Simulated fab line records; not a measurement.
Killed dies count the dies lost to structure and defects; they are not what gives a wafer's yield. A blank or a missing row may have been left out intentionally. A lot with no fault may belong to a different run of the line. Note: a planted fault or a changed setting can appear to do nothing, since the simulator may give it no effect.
Matching of chambers / flow sky130 / 3 sister chambers for SKY_LI_CONTACT_HDPCVD_00 on hdpcvd-02
The step deposits PSG, target thk 930 nm, time 155 s. 6 wafers are shown with their chamber, then 6 later ones without.

== WAFERS PAIRED WITH THEIR CHAMBERS ==
wafer=L548.5; chamber=2; run length s (s)=181.8
wafer=L551.2; chamber=0; run length s (s)=182.3
wafer=L551.5; chamber=2; run length s (s)=182.5
wafer=L551.6; chamber=1; run length s (s)=183.6
wafer=L553.2; chamber=1; run length s (s)=184.2
wafer=L553.5; chamber=0; run length s (s)=182.5

== WAFERS WITH NO CHAMBER GIVEN ==
wafer=L562.1; run length s (s)=181.8
wafer=L562.3; run length s (s)=184.2
wafer=L562.5; run length s (s)=182.8
wafer=L564.2; run length s (s)=182.0
wafer=L564.3; run length s (s)=182.9
wafer=L564.5; run length s (s)=182.8

== WHICH CHAMBER EACH WENT THROUGH ==
wafer=L562.1; from the rows above=can't be placed: 2 or 0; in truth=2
wafer=L562.3; from the rows above=1; in truth=1
wafer=L562.5; from the rows above=can't be placed: 0 or 2 or 1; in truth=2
wafer=L564.2; from the rows above=can't be placed: 2 or 0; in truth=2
wafer=L564.3; from the rows above=can't be placed: 0 or 2 or 1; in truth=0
wafer=L564.5; from the rows above=can't be placed: 0 or 2 or 1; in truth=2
Placed correctly: 1 of 6. Cannot be placed on the basis of these rows: 5; the candidates contain the true chamber in 5. Wrongly placed: 0.
How it was worked out, from the rows above alone: a wafer's distance from a chamber is the root of the sum, over the readings, of the square of ((its reading less the chamber's mean) divided by the reading's scatter). The wafer belongs to the nearest chamber; if the next one is less than 2 further off, it can't be placed. For every chamber, the mean is computed from those of its wafers that are shown. The scatter: take each reading less its chamber's mean, square it, sum over the shown wafers, divide by the number of wafers less the number of chambers, and take the root.
